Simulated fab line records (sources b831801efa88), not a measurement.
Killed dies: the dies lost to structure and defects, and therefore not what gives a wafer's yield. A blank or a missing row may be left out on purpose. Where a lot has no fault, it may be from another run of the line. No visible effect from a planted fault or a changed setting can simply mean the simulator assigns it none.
fab line records | flow sky130
record: lots: 6 wafers: 18 last_day: 50
route steps=708 shown VIA3@589 METAL4@598 PAD_OPEN@708
lots that met no fault: from a run of the same line without faults
start_h: start of the lot's first displayed wafer, in hours after the record's first day | wait_h: hours since the lot's step before | " identical to the entry in the row above | L1.1+2: a single row standing in for several wafers | - either no value or no given start | * or withheld: withheld | < > ~ a bound
route shown NAME@n: a module of which the file shows steps, and the number in the route of the first | usual: the fault-free wafers' mean and standard deviation | same: alike in all rows | chamber/n: place in a boat | sites: each site's reading | _std_site: standard deviation across them | _edge_site: mean of outer sites minus mean of inner sites | radius_mm: for every site, how far away it sits from the centre of the wafer | mask NAME#n: copy n | behind: the tool/chamber that last shaped the wafer | hold: the reason the lot was held/the length of the hold in hours/how it ended | device: which transistor (n, p or np) failed to switch | end of line: tests run on the same wafers once the route is complete | step lacking rows: just its recipe | killed: count of dies lost to structure and defects at first sort (not the wafer's yield) | map: per-die view of a wafer (x killed, . not killed, _ where there is no die)
set.NAME: the run value of the setting; set.NAME@STEP: its run value at that earlier step | model.NAME: the simulator's own value behind a step, which no gauge read
lots at selected steps of the route; one table per step, one row per wafer
services: the hour from which a tool's chamber was out of use, counted from the record's first day as start_h (under 0 if before that day), plus the number of hours and why
== steps ==
step: SKY_VIA3_STRIP_16
recipe: chemistry: O2/N2 power_w: 1400 pressure_mtorr: 1500 platen_temp_c: withheld o2_flow_sccm: 3000 n2_flow_sccm: 300 overash_fraction: 0.5
usual: drypump_motor_current_A: 5.6/0.37 o2_flow_sccm: 2999/9.5 oes_product_au: 0.403/0.0044 strip_time_to_endpoint_s: 4.13/0.032
columns lot.wafer tool chamber start_h wait_h drypump_motor_current_A o2_flow_sccm oes_product_au rf_hours_counter_h strip_time_to_endpoint_s
L691.1 plasma_asher-02 0 945.96 0.0 6.1 3015 0.397 106 4.14
L691.2 " 1 " " 5.7 3004 0.408 106 4.13
L691.3 " 1 " " 5.7 3003 0.398 - 4.13
L698.3 plasma_asher-04 1 992.84 0.1 5.0 2984 0.401 - 4.11
L698.5 " 0 " " 5.7 2983 0.401 - 4.08
L698.6 " 1 " " 5.0 2999 0.400 - 4.13
L699.1 plasma_asher-01 1 1009.01 0.0 5.8 3003 0.404 91 4.12
L699.5 " 1 " " 5.8 3012 0.404 - 4.09
L699.6 " 0 " " 5.9 2995 0.408 - 4.14
L700.1 plasma_asher-04 0 1010.67 0.0 5.7 3002 0.402 60 4.10
L700.4 " 1 " " 5.0 2992 0.404 - 4.13
L700.6 " 0 " " 5.7 3008 0.400 - 4.13
L704.1 plasma_asher-04 1 1037.26 0.0 5.0 2996 0.403 64 4.08
L704.2 " 0 " " 5.7 3000 0.403 64 4.17
L704.3 " 0 " " 5.7 3010 0.399 - 4.14
L711.1 plasma_asher-01 0 1077.16 0.0 5.9 3001 0.400 99 4.11
L711.5 " 0 " " 5.9 2998 0.402 - 4.10
L711.6 " 1 " " 5.8 2987 0.406 - 4.12
step: SKY_VIA3_STRIP_17
recipe: chemistry: post_etch_residue_remover time_s: 1200 temp_c: 72.5
step: SKY_VIA3_CLEAN_18
recipe: chemistry: IPA time_s: 180 temp_c: 25
step: SKY_VIA3_CLEAN_19
recipe: chemistry: O3/DIW dry: n2_spin
step: SKY_VIA3_SPUTTER_20
recipe: material: TiN target_thk_nm: 20 chamber_pressure_pa: 5 power_w: 4000 time_s: 80
usual: cathode_dc_power_W: 4000.1/0.75 throttle_valve_pct: 30.2/0.82
columns lot.wafer tool chamber start_h wait_h cathode_dc_power_W throttle_valve_pct
L691.1 pvd_sputter-01 - 946.97 0.0 4000.8 29.2
L691.2 " - " " 3999.7 29.2
L691.3 " - " " 4001.1 30.9
L698.3 pvd_sputter-03 - 993.40 0.0 4000.3 30.9
L698.5 " - " " 4000.0 30.6
L698.6 " - " " 3999.5 28.8
L699.1 pvd_sputter-03 - 1009.64 0.0 4000.3 30.4
L699.5 " - " " 3999.4 30.8
L699.6 " - " " 3998.1 30.6
L700.1 pvd_sputter-02 - 1011.30 0.0 4000.3 30.7
L700.4 " - " " 3999.0 31.3
L700.6 " - " " 3999.4 30.2
L704.1 pvd_sputter-02 - 1037.85 0.0 4001.3 31.1
L704.2 " - " " 3998.4 30.4
L704.3 " - " " 4000.2 31.6
L711.1 pvd_sputter-02 - 1077.76 0.0 3999.4 30.6
L711.5 " - " " 4000.0 30.3
L711.6 " - " " 4000.2 31.1
step: SKY_VIA3_CVD_21
recipe: material: W target_thk_nm: 390 time_s: 117.31 temp_c: 400 pressure_torr: 40
usual: heater_power_w: 792/41
columns lot.wafer tool chamber start_h wait_h heater_power_w
L691.1 cvd_w-02 0 947.03 0.0 798
L691.2 " 1 " " 785
L691.3 " 1 " " 783
L698.3 cvd_w-02 1 993.50 0.1 762
L698.5 " 0 " " 805
L698.6 " 1 " " 807
L699.1 cvd_w-02 1 1009.70 0.0 763
L699.5 " 0 " " 807
L699.6 " 1 " " 780
L700.1 cvd_w-02 0 1011.36 0.0 783
L700.4 " 1 " " 780
L700.6 " 0 " " 819
L704.1 cvd_w-02 0 1037.91 0.0 811
L704.2 " 1 " " 776
L704.3 " 0 " " 802
L711.1 cvd_w-02 0 1077.82 0.0 798
L711.5 " 0 " " 790
L711.6 " 1 " " 788
step: SKY_VIA3_RS_MEAS_22
recipe: thk_meas_gauge: four-point-probe reads: W_of_VIA3_CVD_21+TiN_of_VIA3_SPUTTER_20
usual: VIA3_W_RS: 0.2933/0.0029
columns lot.wafer tool chamber start_h wait_h VIA3_W_RS[ohm/sq]
L691.1 film_metro-04 - 947.15 0.1 0.2954
L691.2 " - " " 0.2900
L691.3 " - " " 0.2952
L698.3 film_metro-04 - 993.62 0.1 0.2885
L698.5 " - " " 0.2916
L698.6 " - " " 0.2921
L699.1 film_metro-04 - 1009.82 0.1 0.2901
L699.5 " - " " 0.2951
L699.6 " - " " 0.2901
L700.1 film_metro-03 - 1011.49 0.1 0.2910
L700.4 " - " " 0.2892
L700.6 " - " " 0.2919
L704.1 film_metro-03 - 1038.03 0.1 0.2947
L704.2 " - " " 0.2919
L704.3 " - " " 0.2921
L711.1 film_metro-04 - 1077.94 0.1 0.2986
L711.5 " - " " 0.2985
L711.6 " - " " 0.2975
step: SKY_VIA3_THK_MEAS_23
recipe: thk_meas_gauge: xrf reads: W_of_VIA3_CVD_21
usual: VIA3_W_THK: 379/5.6
columns lot.wafer tool chamber start_h wait_h VIA3_W_THK[nm]
L691.1 film_metro-04 - 947.27 0.1 380
L691.2 " - " " 388
L691.3 " - " " 381
L698.3 film_metro-04 - 993.72 0.1 392
L698.5 " - " " 386
L698.6 " - " " 384
L699.1 film_metro-04 - 1009.94 0.1 385
L699.5 " - " " 379
L699.6 " - " " 385
L700.1 film_metro-03 - 1011.61 0.1 386
L700.4 " - " " 385
L700.6 " - " " 382
L704.1 film_metro-03 - 1038.15 0.1 372
L704.2 " - " " 376
L704.3 " - " " 377
L711.1 film_metro-04 - 1078.06 0.1 377
L711.5 " - " " 379
L711.6 " - " " 377
step: SKY_VIA3_CMP_24
recipe: stop_on: SiO2 t_overpolish_s: 20 down_force_psi: 3.5 platen_rpm: 60 target_thk_nm: 0 pad_velocity_m_s: 0.94248
step: SKY_METAL4_SPUTTER_00
recipe: material: Ti target_thk_nm: 15 power_w: 3000 time_s: 10 chamber_pressure_pa: 0.4
step: SKY_METAL4_SPUTTER_01
recipe: material: TiN target_thk_nm: 20 power_w: 6500 time_s: 16.7 chamber_pressure_pa: 0.4
usual: cathode_dc_power_W: 6499.9/1.2 throttle_valve_pct: 29.9/0.79
columns lot.wafer tool chamber start_h wait_h cathode_dc_power_W throttle_valve_pct
L691.1 pvd_sputter-04 - 947.65 0.0 6500.2 29.2
L691.2 " - " " 6499.4 29.3
L691.3 " - " " 6496.6 28.5
L698.3 pvd_sputter-04 - 994.09 0.0 6498.2 30.3
L698.5 " - " " 6498.2 29.4
L698.6 " - " " 6498.4 29.8
L699.1 pvd_sputter-01 - 1010.33 0.0 6498.6 29.0
L699.5 " - " " 6499.5 30.1
L699.6 " - " " 6502.0 28.9
L700.1 pvd_sputter-04 - 1011.99 0.0 6499.0 29.4
L700.4 " - " " 6499.4 28.6
L700.6 " - " " 6501.1 28.6
L704.1 pvd_sputter-02 - 1038.54 0.0 6500.6 30.6
L704.2 " - " " 6498.9 29.9
L704.3 " - " " 6500.2 31.3
L711.1 pvd_sputter-04 - 1078.44 0.0 6501.3 29.5
L711.5 " - " " 6498.8 29.2
L711.6 " - " " 6501.6 29.6
step: SKY_METAL4_SPUTTER_02
recipe: material: AlCu target_thk_nm: 735 power_w: 10600 time_s: 39.1 chamber_pressure_pa: 0.4
usual: cathode_dc_power_W: 10600/1.9 throttle_valve_pct: 29.9/0.74
columns lot.wafer tool chamber start_h wait_h cathode_dc_power_W throttle_valve_pct
L691.1 pvd_sputter-04 - 947.68 0.0 10600 29.4
L691.2 " - " " 10599 29.2
L691.3 " - " " 10600 28.7
L698.3 pvd_sputter-04 - 994.11 0.0 10598 29.8
L698.5 " - " " 10599 29.5
L698.6 " - " " 10595 29.7
L699.1 pvd_sputter-01 - 1010.35 0.0 10601 29.1
L699.5 " - " " 10601 30.4
L699.6 " - " " 10600 29.2
L700.1 pvd_sputter-04 - 1012.01 0.0 10602 29.6
L700.4 " - " " 10603 28.7
L700.6 " - " " 10600 28.7
L704.1 pvd_sputter-02 - 1038.56 0.0 10601 30.6
L704.2 " - " " 10603 30.3
L704.3 " - " " 10602 30.9
L711.1 pvd_sputter-04 - 1078.47 0.0 10604 29.3
L711.5 " - " " 10599 29.3
L711.6 " - " " 10601 29.5
step: SKY_METAL4_SPUTTER_03
recipe: material: Ti target_thk_nm: 5 power_w: 3000 time_s: 3.3 chamber_pressure_pa: 0.4
usual: cathode_dc_power_W: 3000.0/0.54 throttle_valve_pct: 29.9/0.76
columns lot.wafer tool chamber start_h wait_h cathode_dc_power_W throttle_valve_pct model.Ti_of_METAL4_SPUTTER_03.thk_nm
L691.1 pvd_sputter-04 - 947.72 0.0 3000.3 29.4 4.987
L691.2 " - " " 3000.5 29.3 4.934
L691.3 " - " " 3000.3 28.7 4.902
L698.3 pvd_sputter-04 - 994.15 0.0 2863.9 30.0 4.791
L698.5 " - " " 2863.9 29.2 4.979
L698.6 " - " " 2863.0 30.1 4.703
L699.1 pvd_sputter-01 - 1010.39 0.0 2999.6 29.1 5.069
L699.5 " - " " 2999.4 30.4 4.845
L699.6 " - " " 3000.2 28.9 4.829
L700.1 pvd_sputter-04 - 1012.05 0.0 2863.7 29.7 4.692
L700.4 " - " " 2864.0 28.6 4.855
L700.6 " - " " 2863.3 29.0 4.832
L704.1 pvd_sputter-02 - 1038.60 0.0 3000.3 30.6 4.804
L704.2 " - " " 2999.8 30.3 5.031
L704.3 " - " " 3000.2 30.9 4.932
L711.1 pvd_sputter-04 - 1078.51 0.0 3000.3 29.6 4.978
L711.5 " - " " 3000.0 29.4 5.076
L711.6 " - " " 3000.7 29.6 4.977
step: SKY_METAL4_SPUTTER_04
recipe: material: TiN target_thk_nm: 70 power_w: 6500 time_s: 58.3 chamber_pressure_pa: 0.4
step: SKY_PAD_OPEN_PROBE_99
usual: defect_limited_yield: 82.7/1.7 killed_at_M0_to_M3: 41/6.2 killed_at_M4_up: 3.0/1.7 killed_at_contacts: 25/5.8 killed_at_front_end: 16/4.5 killed_at_other: 0.2/0.42 killed_dies: 85/8.4 killed_open: 46/5.9 killed_short: 39/6.3 sort_bin_3_pad_short: 0.9/0.4 sort_bin_5_function: 10.2/1.3 sort_bin_6_memory: 6.2/1 sort_n_pass: 407/8.4 sort_yield_pct: 82.7/1.7
same: gross_dies: 492 killed_at_back_side: 0 sort_bin_4_leakage[%]: 0 sort_bin_8_speed[%]: 0
columns lot.wafer tool chamber start_h wait_h defect_limited_yield[%] killed_at_M0_to_M3 killed_at_M4_up killed_at_contacts killed_at_front_end killed_at_other killed_dies killed_open killed_short sort_bin_3_pad_short[%] sort_bin_5_function[%] sort_bin_6_memory[%] sort_n_pass sort_yield_pct[%]
L698.3 prober-01 - 1131.75 0.2 82.3 42 3 22 19 1 87 41 46 0.8 10.4 6.5 405 82.3
L698.5 prober-01 - 1131.85 0.2 85.6 44 4 13 10 0 71 38 32 1.2 8.3 4.9 421 85.6
L698.6 prober-01 - 1131.90 0.2 80.3 45 2 39 11 0 97 51 45 0.2 10.0 9.6 395 80.3
L700.1 prober-01 - 1145.96 0.1 81.3 47 2 27 16 0 92 50 42 0.8 10.2 7.7 400 81.3
L700.4 prober-01 - 1146.11 0.2 81.3 41 7 23 21 0 92 48 44 1.2 9.6 7.9 400 81.3
L700.6 prober-01 - 1146.21 0.2 82.3 41 3 20 23 0 87 55 32 1.0 10.8 5.9 405 82.3
L704.1 prober-01 - 1165.92 0.1 83.1 44 5 24 10 0 83 49 34 1.0 9.6 6.3 409 83.1
L704.2 prober-01 - 1165.97 0.1 84.1 36 4 22 16 0 78 42 36 0.8 9.1 5.9 414 84.1
L704.3 prober-01 - 1166.02 0.2 81.3 52 1 24 15 0 92 46 46 0.8 11.2 6.7 400 81.3
L711.1 prober-02 - 1197.34 0.1 81.3 51 1 29 11 0 92 41 51 1.0 10.0 7.7 400 81.3
L711.5 prober-02 - 1197.54 0.2 82.5 39 3 23 21 0 86 43 42 0.4 11.4 5.7 406 82.5
L711.6 prober-02 - 1197.59 0.2 80.9 46 2 29 16 1 94 50 42 1.4 11.0 6.7 398 80.9
killed by level:class
L698.3 VIA1:geometric_particle:open=12 CONTACT:geometric_particle:open=7 VIA2:geometric_particle:open=6 FIELD_ISO:geometric_particle:open=5 POLY_GATE:geometric_particle:short=5 LOCAL_INTERCONNECT:geometric_particle:short=5 METAL2:geometric_particle:short=5 VIA1:geometric_particle:short=5
L698.5 VIA1:geometric_particle:open=17 METAL2:geometric_particle:short=7 CONTACT:geometric_particle:short=6 POLY_GATE:geometric_particle:open=4 CONTACT:geometric_particle:open=4 VIA1:geometric_particle:short=4 FIELD_ISO:geometric_particle:short=3 VIA2:geometric_particle:open=3
L698.6 CONTACT:geometric_particle:open=15 LI_CONTACT:geometric_particle:open=12 VIA1:geometric_particle:open=10 VIA1:geometric_particle:short=6 CONTACT:geometric_particle:short=6 METAL1:geometric_particle:short=5 VIA2:geometric_particle:short=5 POLY_GATE:geometric_particle:open=4
L700.1 VIA1:geometric_particle:open=14 CONTACT:geometric_particle:open=11 VIA1:geometric_particle:short=7 VIA2:geometric_particle:open=7 FIELD_ISO:geometric_particle:short=6 FIELD_ISO:geometric_particle:open=4 LOCAL_INTERCONNECT:geometric_particle:short=4 LOCAL_INTERCONNECT:geometric_particle:open=4
L700.4 CONTACT:geometric_particle:open=10 VIA1:geometric_particle:open=9 FIELD_ISO:geometric_particle:open=7 METAL4:geometric_particle:short=7 LI_CONTACT:geometric_particle:open=6 VIA3:geometric_particle:open=6 METAL2:geometric_particle:short=6 FIELD_ISO:geometric_particle:short=5
L700.6 FIELD_ISO:geometric_particle:open=13 VIA1:geometric_particle:open=11 CONTACT:geometric_particle:open=9 VIA3:geometric_particle:open=7 LI_CONTACT:geometric_particle:open=6 FIELD_ISO:geometric_particle:short=5 VIA1:geometric_particle:short=5 METAL1:geometric_particle:short=4
L704.1 VIA1:geometric_particle:open=13 CONTACT:geometric_particle:open=8 CONTACT:geometric_particle:short=7 FIELD_ISO:geometric_particle:open=6 METAL3:geometric_particle:short=6 LI_CONTACT:geometric_particle:open=5 METAL1:geometric_particle:open=4 VIA2:geometric_particle:open=4
L704.2 VIA1:geometric_particle:open=10 METAL1:geometric_particle:short=9 LI_CONTACT:geometric_particle:open=8 VIA3:geometric_particle:open=6 FIELD_ISO:geometric_particle:open=5 CONTACT:geometric_particle:open=5 FIELD_ISO:geometric_particle:short=4 LI_CONTACT:geometric_particle:short=4
L704.3 VIA1:geometric_particle:open=14 CONTACT:geometric_particle:open=12 METAL1:geometric_particle:short=9 METAL2:geometric_particle:short=6 VIA2:geometric_particle:short=6 POLY_GATE:geometric_particle:short=5 CONTACT:geometric_particle:short=5 VIA1:geometric_particle:short=5
L711.1 CONTACT:geometric_particle:open=10 METAL2:geometric_particle:short=9 VIA3:geometric_particle:open=9 FIELD_ISO:geometric_particle:short=7 METAL1:geometric_particle:short=7 VIA1:geometric_particle:open=7 CONTACT:geometric_particle:short=6 LI_CONTACT:geometric_particle:open=5
L711.5 CONTACT:geometric_particle:open=8 METAL1:geometric_particle:short=7 VIA1:geometric_particle:open=7 FIELD_ISO:geometric_particle:short=6 FIELD_ISO:geometric_particle:open=5 LOCAL_INTERCONNECT:geometric_particle:short=5 POLY_GATE:geometric_particle:open=5 LI_CONTACT:geometric_particle:open=5
L711.6 CONTACT:geometric_particle:open=12 VIA1:geometric_particle:open=11 LI_CONTACT:geometric_particle:short=6 VIA2:geometric_particle:open=6 FIELD_ISO:geometric_particle:short=5 POLY_GATE:geometric_particle:open=5 LOCAL_INTERCONNECT:geometric_particle:short=5 VIA3:geometric_particle:open=5
== services ==
columns tool chamber start_h hours kind
pvd_sputter-01 - 922.28 7.5 repair
plasma_asher-02 - 923.32 2.3 repair
pvd_sputter-03 2 936.80 - consumable_replace:kit
pvd_sputter-03 2 936.80 18.0 scheduled_down
pvd_sputter-03 2 936.80 18.0 vent_cycle
plasma_asher-04 - 940.73 9.9 repair
cvd_w-02 1 950.18 4.1 repair
pvd_sputter-03 - 951.15 5.0 repair
pvd_sputter-03 - 959.51 15.5 repair
cvd_w-02 - 965.02 3.9 repair
plasma_asher-02 - 975.31 159.8 pm
pvd_sputter-04 1 988.64 - consumable_replace:kit
pvd_sputter-04 1 988.64 18.0 scheduled_down
pvd_sputter-04 1 988.64 18.0 vent_cycle
cvd_w-02 0 996.84 3.7 repair
pvd_sputter-01 1 999.42 - consumable_replace:kit
pvd_sputter-01 1 999.42 18.0 scheduled_down
pvd_sputter-01 1 999.42 18.0 vent_cycle
plasma_asher-01 - 1046.46 0.5 repair
cvd_w-02 1 1060.07 9.5 repair
plasma_asher-01 - 1068.19 3.0 repair
== key ==
first_sign: step: SKY_METAL4_SPUTTER_03 reading: cathode_dc_power_W direction: down sigmas: 99+ usual: 3000.0 struck: 2863.6
effect none on later readings
model_effect: step: SKY_METAL4_SPUTTER_03 value: Ti_of_METAL4_SPUTTER_03.thk_nm without: 5.036 struck: 4.809
met_at SKY_METAL4_SPUTTER_03
struck_wafers L698.3,L698.5,L698.6,L700.1,L700.4,L700.6
onset_between 947.72 994.15
fault: kind: process_parameter_drift tool: pvd_sputter-04 chamber: - onset_h: 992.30 steps: SKY_METAL4_SPUTTER_03 channel: power_w offset: * shape: step end_h: 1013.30 acts_in: * stated: *
